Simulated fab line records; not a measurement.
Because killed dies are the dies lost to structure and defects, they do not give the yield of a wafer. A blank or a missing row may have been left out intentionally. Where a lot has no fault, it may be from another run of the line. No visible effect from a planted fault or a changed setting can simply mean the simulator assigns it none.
fab line records	flow sky130
record lots=7	wafers=21	lastDay=50
route steps=708 shown METAL4@599 CAP2M@603 PAD_OPEN@708
lots untouched by any fault: they come from a run of this same line in which no faults occurred
startH: hours from the record's opening day to when the first of the lot's shown wafers began	waitH: hours since the lot's step before	" same as the row above	L1.1+2: a row that stands for several wafers	- either no value or no given start	* or withheld: withheld	< > ~ a bound
route shown NAME@n: NAME is a module with steps in the file, n the number in the route of the first one	usual: the fault-free wafers' mean and standard deviation	same: alike in all rows	chamber/n: place in a boat	sites: each site's reading	_std_site: how widely they spread, as a standard deviation	_edge_site: outer sites' mean less inner sites'	radiusMm: for every site, how far away it sits from the centre of the wafer	mask NAME#n: copy n	behind: the tool/chamber that last shaped the wafer	hold: what put the lot on hold/how long, in hours/how the hold closed	device: the n, p or np transistor that did not switch	end of line: the same wafers' tests at the end of the route	a step without rows: its recipe alone	killed: count of dies lost to structure and defects at first sort (not the wafer's yield)	map: a wafer's dies, marking killed ones x, the rest . and places with no die _
set.NAME: the setting that was run; set.NAME@STEP: the one run at that earlier step	model.NAME: the simulator's own value behind a step, which no gauge read
certain route steps with their lots: each step a table, each wafer a row
services: a tool's chamber out of use, with start hour (startH, from the record's first day; less than 0 if before it), hours out, and reason
## steps
# step SKY_METAL4_SPUTTER_01
# recipe material=TiN	targetThkNm=20	powerW=6500	timeS=16.7	chamberPressurePa=0.4
# usual chamberPressurePa=0.3999/0.00097	throttleValvePct=29.6/0.87
lot.wafer	tool	chamber	startH	waitH	chamberPressurePa	throttleValvePct
L954.3	pvdSputter-01	-	1034.40	0.0	0.3997	28.3
L954.5	"	-	"	"	0.3999	30.5
L954.6	"	-	"	"	0.4012	28.9
L959.2	pvdSputter-01	-	1036.70	0.0	0.3995	29.0
L959.3	"	-	"	"	0.3990	30.6
L959.6	"	-	"	"	0.3993	28.8
L957.2	pvdSputter-01	-	1037.76	0.0	0.4002	28.5
L957.5	"	-	"	"	0.3991	28.6
L957.6	"	-	"	"	0.3990	28.7
L958.2	pvdSputter-01	-	1038.49	0.0	0.3995	28.6
L958.3	"	-	"	"	0.4012	28.8
L958.6	"	-	"	"	0.4009	28.7
L969.1	pvdSputter-01	-	1052.70	0.0	0.4007	28.8
L969.3	"	-	"	"	0.3980	29.0
L969.4	"	-	"	"	0.3997	28.7
L971.2	pvdSputter-01	-	1056.03	0.0	0.3996	30.6
L971.3	"	-	"	"	0.3999	28.8
L971.6	"	-	"	"	0.4002	28.9
L973.1	pvdSputter-02	-	1077.91	0.0	0.4003	29.2
L973.2	"	-	"	"	0.4008	29.8
L973.5	"	-	"	"	0.3997	30.9
# step SKY_METAL4_SPUTTER_02
# recipe material=AlCu	targetThkNm=735	powerW=10600	timeS=39.1	chamberPressurePa=0.4
# usual chamberPressurePa=0.4000/0.00082	throttleValvePct=29.6/0.9
lot.wafer	tool	chamber	startH	waitH	chamberPressurePa	throttleValvePct
L954.3	pvdSputter-01	-	1034.42	0.0	0.4003	28.7
L954.5	"	-	"	"	0.3995	30.5
L954.6	"	-	"	"	0.4013	28.8
L959.2	pvdSputter-01	-	1036.73	0.0	0.3989	29.0
L959.3	"	-	"	"	0.4000	30.9
L959.6	"	-	"	"	0.3988	29.0
L957.2	pvdSputter-01	-	1037.79	0.0	0.3998	28.8
L957.5	"	-	"	"	0.3996	28.7
L957.6	"	-	"	"	0.4010	28.7
L958.2	pvdSputter-01	-	1038.51	0.0	0.3998	28.9
L958.3	"	-	"	"	0.3993	28.9
L958.6	"	-	"	"	0.4002	28.9
L969.1	pvdSputter-01	-	1052.72	0.0	0.3995	28.8
L969.3	"	-	"	"	0.4010	28.8
L969.4	"	-	"	"	0.3993	28.6
L971.2	pvdSputter-01	-	1056.05	0.0	0.3997	30.7
L971.3	"	-	"	"	0.4013	28.8
L971.6	"	-	"	"	0.4005	29.1
L973.1	pvdSputter-02	-	1077.93	0.0	0.3997	29.0
L973.2	"	-	"	"	0.4006	30.0
L973.5	"	-	"	"	0.4003	31.0
# step SKY_METAL4_SPUTTER_03
# recipe material=Ti	targetThkNm=5	powerW=3000	timeS=3.3	chamberPressurePa=0.4
# usual chamberPressurePa=0.3999/0.00074	throttleValvePct=29.6/0.86
lot.wafer	tool	chamber	startH	waitH	chamberPressurePa	throttleValvePct
L954.3	pvdSputter-01	-	1034.46	0.0	0.4000	28.6
L954.5	"	-	"	"	0.4000	30.4
L954.6	"	-	"	"	0.4019	28.8
L959.2	pvdSputter-01	-	1036.77	0.0	0.3981	28.9
L959.3	"	-	"	"	0.3996	30.5
L959.6	"	-	"	"	0.3998	29.3
L957.2	pvdSputter-01	-	1037.82	0.0	0.4000	28.8
L957.5	"	-	"	"	0.3996	28.6
L957.6	"	-	"	"	0.4004	28.8
L958.2	pvdSputter-01	-	1038.55	0.0	0.4010	28.7
L958.3	"	-	"	"	0.3993	29.1
L958.6	"	-	"	"	0.3996	28.9
L969.1	pvdSputter-01	-	1052.76	0.0	0.3985	28.6
L969.3	"	-	"	"	0.3997	28.8
L969.4	"	-	"	"	0.4005	28.6
L971.2	pvdSputter-01	-	1056.09	0.0	0.3999	30.6
L971.3	"	-	"	"	0.3982	28.8
L971.6	"	-	"	"	0.4004	28.7
L973.1	pvdSputter-02	-	1077.97	0.0	0.3995	29.0
L973.2	"	-	"	"	0.4019	29.9
L973.5	"	-	"	"	0.4001	30.7
# step SKY_METAL4_SPUTTER_04
# recipe material=TiN	targetThkNm=70	powerW=6500	timeS=58.3	chamberPressurePa=0.4
# usual chamberPressurePa=0.4000/0.00077	throttleValvePct=29.6/0.9
lot.wafer	tool	chamber	startH	waitH	chamberPressurePa	throttleValvePct
L954.3	pvdSputter-01	-	1034.48	0.0	0.3993	28.6
L954.5	"	-	"	"	0.3989	30.5
L954.6	"	-	"	"	0.4002	28.9
L959.2	pvdSputter-01	-	1036.78	0.0	0.3990	28.7
L959.3	"	-	"	"	0.3994	30.6
L959.6	"	-	"	"	0.4002	28.9
L957.2	pvdSputter-01	-	1037.84	0.0	0.4012	28.8
L957.5	"	-	"	"	0.3996	28.6
L957.6	"	-	"	"	0.4012	28.7
L958.2	pvdSputter-01	-	1038.57	0.0	0.3990	28.6
L958.3	"	-	"	"	0.4000	29.0
L958.6	"	-	"	"	0.3995	28.9
L969.1	pvdSputter-01	-	1052.78	0.0	0.3998	28.7
L969.3	"	-	"	"	0.3996	28.9
L969.4	"	-	"	"	0.4015	28.9
L971.2	pvdSputter-01	-	1056.11	0.0	0.3999	30.4
L971.3	"	-	"	"	0.3998	28.9
L971.6	"	-	"	"	0.4004	29.0
L973.1	pvdSputter-02	-	1077.99	0.0	0.4015	28.9
L973.2	"	-	"	"	0.3993	29.9
L973.5	"	-	"	"	0.4003	30.8
# step SKY_CAP2M_CVD_00
# recipe material=SiO2	targetThkNm=15.5	tempC=400	timeS=withheld	rfW=450
# step SKY_CAP2M_THK_MEAS_01
# recipe reads=SiO2_of_CAP2M_CVD_00
# usual CAP2M_CVD_00_THK=15.53/0.26
lot.wafer	tool	chamber	startH	waitH	CAP2M_CVD_00_THK[nm]
L954.3	filmMetro-04	-	1034.57	-	15.30
L954.5	"	-	"	"	15.61
L954.6	"	-	"	"	15.94
L959.2	filmMetro-01	-	1036.87	-	15.52
L959.3	"	-	"	"	15.33
L959.6	"	-	"	"	15.35
L957.2	filmMetro-01	-	1037.92	-	15.97
L957.5	"	-	"	"	16.00
L957.6	"	-	"	"	16.07
L958.2	filmMetro-01	-	1038.65	-	15.27
L958.3	"	-	"	"	15.64
L958.6	"	-	"	"	15.85
L969.1	filmMetro-04	-	1052.85	-	15.50
L969.3	"	-	"	"	15.17
L969.4	"	-	"	"	15.61
L971.2	filmMetro-04	-	1056.19	-	15.55
L971.3	"	-	"	"	15.21
L971.6	"	-	"	"	15.64
L973.1	filmMetro-04	-	1078.06	-	15.29
L973.2	"	-	"	"	15.14
L973.5	"	-	"	"	15.57
# step SKY_CAP2M_SPUTTER_02
# recipe material=TiN	targetThkNm=200	tempC=300	powerW=6500	timeS=166.7	chamberPressurePa=0.4
# usual chamberPressurePa=0.4001/0.00084	susceptorTempC=300.02/0.22	throttleValvePct=30.2/0.93
lot.wafer	tool	chamber	startH	waitH	chamberPressurePa	susceptorTempC	throttleValvePct
L954.3	pvdSputter-03	-	1034.61	0.0	0.4008	300.28	30.0
L954.5	"	-	"	"	0.4006	299.86	31.5
L954.6	"	-	"	"	0.4006	299.88	32.1
L959.2	pvdSputter-04	-	1036.92	0.0	0.3996	299.77	28.6
L959.3	"	-	"	"	0.3999	300.10	30.4
L959.6	"	-	"	"	0.4008	300.27	30.7
L957.2	pvdSputter-03	-	1037.97	0.0	0.4000	300.04	31.3
L957.5	"	-	"	"	0.4007	299.93	31.9
L957.6	"	-	"	"	0.4005	299.88	31.2
L958.2	pvdSputter-03	-	1038.70	0.0	0.3991	299.96	31.3
L958.3	"	-	"	"	0.4006	299.94	32.0
L958.6	"	-	"	"	0.4002	300.00	31.4
L969.1	pvdSputter-04	-	1052.91	0.1	0.4008	300.11	30.0
L969.3	"	-	"	"	0.4013	300.28	29.0
L969.4	"	-	"	"	0.3987	299.93	30.0
L971.2	pvdSputter-03	-	1056.24	0.0	0.4001	300.39	31.5
L971.3	"	-	"	"	0.4023	300.03	32.1
L971.6	"	-	"	"	0.4002	300.22	31.5
L973.1	pvdSputter-04	-	1078.12	0.1	0.3993	299.97	30.5
L973.2	"	-	"	"	0.3987	300.02	29.9
L973.5	"	-	"	"	0.3997	299.82	29.9
# step SKY_CAP2M_RS_MEAS_03
# recipe thkMeasGauge=four-point-probe	reads=TiN_of_CAP2M_SPUTTER_02
# usual CAP2M_TIN_RS=6.87/0.11
lot.wafer	tool	chamber	startH	waitH	CAP2M_TIN_RS[ohm/sq]
L954.3	filmMetro-01	-	1034.76	0.1	6.87
L954.5	"	-	"	"	6.86
L954.6	"	-	"	"	6.83
L959.2	filmMetro-01	-	1037.04	0.1	6.76
L959.3	"	-	"	"	6.95
L959.6	"	-	"	"	6.95
L957.2	filmMetro-01	-	1038.10	0.1	6.85
L957.5	"	-	"	"	6.87
L957.6	"	-	"	"	6.70
L958.2	filmMetro-01	-	1038.83	0.1	6.65
L958.3	"	-	"	"	6.76
L958.6	"	-	"	"	6.65
L969.1	filmMetro-02	-	1053.02	0.1	6.88
L969.3	"	-	"	"	6.88
L969.4	"	-	"	"	7.10
L971.2	filmMetro-01	-	1056.37	0.1	6.85
L971.3	"	-	"	"	6.81
L971.6	"	-	"	"	6.83
L973.1	filmMetro-01	-	1078.23	0.1	7.07
L973.2	"	-	"	"	6.88
L973.5	"	-	"	"	6.89
# step SKY_CAP2M_THK_MEAS_04
# recipe thkMeasGauge=xrf	reads=TiN_of_CAP2M_SPUTTER_02
# usual CAP2M_TIN_THK=202/3.3
lot.wafer	tool	chamber	startH	waitH	CAP2M_TIN_THK[nm]
L954.3	filmMetro-01	-	1034.86	0.1	201
L954.5	"	-	"	"	202
L954.6	"	-	"	"	203
L959.2	filmMetro-01	-	1037.15	0.1	203
L959.3	"	-	"	"	199
L959.6	"	-	"	"	198
L957.2	filmMetro-01	-	1038.21	0.1	202
L957.5	"	-	"	"	202
L957.6	"	-	"	"	206
L958.2	filmMetro-01	-	1038.94	0.1	208
L958.3	"	-	"	"	204
L958.6	"	-	"	"	207
L969.1	filmMetro-02	-	1053.14	0.1	202
L969.3	"	-	"	"	202
L969.4	"	-	"	"	198
L971.2	filmMetro-01	-	1056.48	0.1	201
L971.3	"	-	"	"	201
L971.6	"	-	"	"	203
L973.1	filmMetro-01	-	1078.35	0.1	196
L973.2	"	-	"	"	202
L973.5	"	-	"	"	201
# step SKY_CAP2M_DEHYDRATE_05
# recipe tempC=200	timeS=60
# step SKY_CAP2M_HMDS_06
# recipe primeTimeS=60	primeTempC=120
# step SKY_CAP2M_COAT_07
# recipe resist=NOVOLAK	spinRpm=3000	resistThkNm=1140
# step SKY_CAP2M_SOFTBAKE_08
# recipe tempC=90	timeS=60	resist=NOVOLAK
# usual heaterPowerTotalW=56.59/0.05	plateTempC=90.00/0.12	resistLineTempC=22.97/0.11
lot.wafer	tool	chamber	startH	waitH	heaterPowerTotalW	plateTempC	resistLineTempC
L954.3	lithoTrack-03	0	1045.16	0.1	57.34	90.70	22.94
L954.5	"	0	"	"	57.41	91.07	23.12
L954.6	"	0	"	"	57.38	90.76	22.94
L959.2	lithoTrack-02	0	1047.17	0.1	56.60	89.98	23.02
L959.3	"	0	"	"	56.62	90.14	23.08
L959.6	"	0	"	"	56.59	90.04	22.98
L957.2	lithoTrack-03	0	1048.58	0.1	57.42	90.94	23.16
L957.5	"	0	"	"	57.34	90.81	22.99
L957.6	"	0	"	"	57.44	90.78	23.00
L958.2	lithoTrack-03	0	1049.18	0.1	57.45	90.97	22.83
L958.3	"	0	"	"	57.44	91.06	22.85
L958.6	"	0	"	"	57.52	90.90	22.72
L969.1	lithoTrack-01	0	1062.66	0.1	56.63	90.12	22.73
L969.3	"	0	"	"	56.59	89.92	22.88
L969.4	"	0	"	"	56.60	89.98	22.74
L971.2	lithoTrack-02	0	1066.52	0.1	56.52	89.97	23.15
L971.3	"	0	"	"	56.60	89.99	22.99
L971.6	"	0	"	"	56.62	90.02	22.87
L973.1	lithoTrack-01	0	1088.31	0.1	56.69	89.97	23.01
L973.2	"	0	"	"	56.58	89.99	22.84
L973.5	"	0	"	"	56.68	89.90	22.86
# step SKY_CAP2M_EXPOSE_09
# recipe maskId=CAP2M	na=0.6	sourceShape=conventional	sigmaOuter=0.6	polarization=unpolarized	targetCdNm=1000	doseMj=159
# step SKY_PAD_OPEN_PROBE_99
# usual defectLimitedYield=82.8/2	killed_at_M0_to_M3=42/7.3	killed_at_M4_up=3.4/2	killedAtContacts=24/5.8	killedAtFrontEnd=15/4.6	killedAtOther=0.3/0.62	killedDies=84/9.8	killedOpen=47/6.9	killedShort=38/6.3	sort_bin_3_pad_short=0.8/0.38	sort_bin_5_function=10.2/1.5	sort_bin_6_memory=6.2/1.1	sortNPass=408/9.8	sortYieldPct=82.8/2
# same grossDies=492	killedAtBackSide=0	sort_bin_4_leakage[%]=0	sort_bin_8_speed[%]=0
lot.wafer	tool	chamber	startH	waitH	defectLimitedYield[%]	killed_at_M0_to_M3	killed_at_M4_up	killedAtContacts	killedAtFrontEnd	killedAtOther	killedDies	killedOpen	killedShort	sort_bin_3_pad_short[%]	sort_bin_5_function[%]	sort_bin_6_memory[%]	sortNPass	sortYieldPct[%]
L954.3	prober-02	-	1165.30	0.2	82.3	50	1	23	13	0	87	51	36	0.8	9.8	7.1	405	82.3
L954.5	prober-02	-	1165.40	0.2	85.8	34	1	23	10	2	70	31	39	0.8	8.1	5.3	422	85.8
L954.6	prober-02	-	1165.45	0.2	82.5	43	2	28	13	0	86	53	33	1.0	10.4	6.1	406	82.5
L959.2	prober-01	-	1167.42	0.1	84.8	33	5	15	20	2	75	40	35	0.4	10.0	4.9	417	84.8
L959.3	prober-01	-	1167.47	0.2	81.3	41	6	20	25	0	92	53	39	0.4	11.2	7.1	400	81.3
L959.6	prober-01	-	1167.62	0.2	82.1	39	5	22	22	0	88	50	38	0.8	11.2	5.9	404	82.1
L957.2	prober-02	-	1168.25	0.1	83.9	42	2	13	22	0	79	52	27	0.2	9.6	6.3	413	83.9
L957.5	prober-02	-	1168.40	0.2	82.1	46	2	17	23	0	88	48	40	1.2	9.6	7.1	404	82.1
L957.6	prober-02	-	1168.45	0.2	85.4	24	2	29	16	1	72	37	35	1.4	8.1	5.1	420	85.4
L958.2	prober-02	-	1169.75	0.1	87.2	26	2	22	13	0	63	36	27	0.6	7.9	4.3	429	87.2
L958.3	prober-02	-	1169.80	0.2	82.5	39	4	31	12	0	86	44	42	1.4	9.6	6.5	406	82.5
L958.6	prober-02	-	1169.95	0.2	82.3	49	1	27	10	0	87	58	29	0.8	11.8	5.1	405	82.3
L971.2	prober-02	-	1183.28	0.1	83.3	38	7	24	13	0	82	42	40	1.4	9.1	6.1	410	83.3
L971.3	prober-02	-	1183.33	0.2	83.5	51	6	10	14	0	81	33	48	0.8	9.6	6.1	411	83.5
L971.6	prober-02	-	1183.48	0.2	84.6	46	1	16	13	0	76	47	29	0.8	7.7	6.9	416	84.6
L973.1	prober-02	-	1199.26	0.1	81.3	44	0	28	20	0	92	47	45	1.2	10.0	7.5	400	81.3
L973.2	prober-02	-	1199.31	0.1	84.1	40	2	28	8	0	78	47	31	0.6	10.2	5.1	414	84.1
L973.5	prober-02	-	1199.46	0.2	76.0	47	4	41	25	1	118	63	55	1.4	14.0	8.5	374	76.0
# killed by level:class
L954.3 VIA1:geometricParticle:open=13 VIA3:geometricParticle:open=9 VIA2:geometricParticle:open=7 CONTACT:geometricParticle:open=7 CONTACT:geometricParticle:short=6 POLY_GATE:geometricParticle:open=4 LI_CONTACT:geometricParticle:short=4 LI_CONTACT:geometricParticle:open=4
L954.5 LI_CONTACT:geometricParticle:open=9 VIA1:geometricParticle:open=8 FIELD_ISO:geometricParticle:short=6 METAL2:geometricParticle:short=6 VIA3:geometricParticle:open=5 CONTACT:geometricParticle:short=5 VIA1:geometricParticle:short=5 CONTACT:geometricParticle:open=4
L954.6 VIA1:geometricParticle:open=11 CONTACT:geometricParticle:open=9 LI_CONTACT:geometricParticle:open=8 VIA2:geometricParticle:open=7 CONTACT:geometricParticle:short=6 VIA1:geometricParticle:short=6 METAL2:geometricParticle:short=5 POLY_GATE:geometricParticle:open=4
L959.2 CONTACT:geometricParticle:open=7 VIA1:geometricParticle:open=7 POLY_GATE:geometricParticle:short=6 POLY_GATE:geometricParticle:open=6 VIA2:geometricParticle:open=4 VIA1:geometricParticle:short=4 METAL2:geometricParticle:short=4 VIA3:geometricParticle:open=4
L959.3 POLY_GATE:geometricParticle:open=11 VIA1:geometricParticle:open=11 METAL1:geometricParticle:short=8 VIA2:geometricParticle:open=7 POLY_GATE:geometricParticle:short=5 CONTACT:geometricParticle:open=5 FIELD_ISO:geometricParticle:open=4 LI_CONTACT:geometricParticle:open=4
L959.6 VIA1:geometricParticle:open=14 LI_CONTACT:geometricParticle:open=10 POLY_GATE:geometricParticle:short=8 POLY_GATE:geometricParticle:open=6 VIA2:geometricParticle:open=6 FIELD_ISO:geometricParticle:short=5 LOCAL_INTERCONNECT:geometricParticle:short=4 CONTACT:geometricParticle:open=4
L957.2 VIA1:geometricParticle:open=19 VIA3:geometricParticle:open=7 FIELD_ISO:geometricParticle:short=5 SPACER:geometricParticle:open=5 CONTACT:geometricParticle:open=5 FIELD_ISO:geometricParticle:open=4 POLY_GATE:geometricParticle:open=4 METAL1:geometricParticle:short=4
L957.5 VIA1:geometricParticle:open=14 CONTACT:geometricParticle:open=7 FIELD_ISO:geometricParticle:open=6 VIA3:geometricParticle:open=6 VIA1:geometricParticle:short=6 METAL2:geometricParticle:short=5 VIA2:geometricParticle:short=5 POLY_GATE:geometricParticle:short=4
L957.6 CONTACT:geometricParticle:open=10 LI_CONTACT:geometricParticle:open=8 LOCAL_INTERCONNECT:geometricParticle:short=6 FIELD_ISO:geometricParticle:short=4 VIA1:geometricParticle:open=4 METAL1:geometricParticle:short=4 VIA1:geometricParticle:short=4 FIELD_ISO:geometricParticle:open=3
L958.2 VIA1:geometricParticle:open=9 POLY_GATE:geometricParticle:open=8 LOCAL_INTERCONNECT:geometricParticle:short=8 CONTACT:geometricParticle:open=7 VIA1:geometricParticle:short=4 VIA2:geometricParticle:open=4 LI_CONTACT:geometricParticle:short=3 METAL4:geometricParticle:short=2
L958.3 CONTACT:geometricParticle:open=11 METAL2:geometricParticle:short=8 VIA1:geometricParticle:open=8 VIA2:geometricParticle:open=8 LOCAL_INTERCONNECT:geometricParticle:short=7 LI_CONTACT:geometricParticle:open=6 METAL1:geometricParticle:short=5 VIA1:geometricParticle:short=5
L958.6 CONTACT:geometricParticle:open=14 VIA1:geometricParticle:open=13 VIA3:geometricParticle:open=8 POLY_GATE:geometricParticle:open=6 METAL2:geometricParticle:short=6 VIA2:geometricParticle:open=6 CONTACT:geometricParticle:short=5 LI_CONTACT:geometricParticle:open=4
L971.2 METAL2:geometricParticle:short=9 VIA2:geometricParticle:open=7 CONTACT:geometricParticle:open=6 CONTACT:geometricParticle:short=6 LI_CONTACT:geometricParticle:open=5 METAL1:geometricParticle:short=5 VIA1:geometricParticle:open=5 VIA3:geometricParticle:open=5
L971.3 VIA1:geometricParticle:open=10 METAL2:geometricParticle:short=9 METAL1:geometricParticle:short=7 VIA1:geometricParticle:short=5 VIA3:geometricParticle:open=5 POLY_GATE:geometricParticle:short=4 CONTACT:geometricParticle:open=4 VIA3:geometricParticle:short=4
L971.6 VIA1:geometricParticle:open=9 VIA2:geometricParticle:open=9 CONTACT:geometricParticle:open=7 VIA3:geometricParticle:open=7 POLY_GATE:geometricParticle:short=5 METAL2:geometricParticle:short=5 METAL1:geometricParticle:short=4 POLY_GATE:geometricParticle:open=3
L973.1 VIA1:geometricParticle:open=10 CONTACT:geometricParticle:short=8 LI_CONTACT:geometricParticle:open=8 VIA1:geometricParticle:short=6 VIA2:geometricParticle:open=6 FIELD_ISO:geometricParticle:short=5 CONTACT:geometricParticle:open=5 VIA3:geometricParticle:open=5
L973.2 VIA1:geometricParticle:open=13 CONTACT:geometricParticle:open=11 LI_CONTACT:geometricParticle:open=7 LOCAL_INTERCONNECT:geometricParticle:short=6 VIA3:geometricParticle:open=5 VIA2:geometricParticle:open=5 METAL2:geometricParticle:short=4 POLY_GATE:geometricParticle:open=3
L973.5 CONTACT:geometricParticle:open=16 VIA1:geometricParticle:short=12 VIA1:geometricParticle:open=12 LI_CONTACT:geometricParticle:open=10 POLY_GATE:geometricParticle:short=7 CONTACT:geometricParticle:short=7 VIA2:geometricParticle:open=6 FIELD_ISO:geometricParticle:open=5
## services
tool	chamber	startH	hours	kind
pvdSputter-04	-	1020.20	3.7	repair
pvdSputter-02	-	1054.30	2.3	repair
pvdSputter-02	-	1061.65	1.5	repair
## key
firstSign step=SKY_CAP2M_SOFTBAKE_08	reading=heaterPowerTotalW	direction=up	sigmas=16	usual=*	struck=*
effect step=SKY_CAP2M_SOFTBAKE_08	reading=plateTempC	direction=up	sigmas=7.4	usual=*	struck=*
metAt SKY_CAP2M_SOFTBAKE_08
struckWafers L954.3,L954.5,L954.6,L957.2,L957.5,L957.6,L958.2,L958.3,L958.6
fault kind=processParameterDrift	tool=lithoTrack-03	chamber=-	onsetH=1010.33	steps=SKY_CAP2M_SOFTBAKE_08	channel=tempC	offset=*	shape=step	endH=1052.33	actsIn=*	stated=*
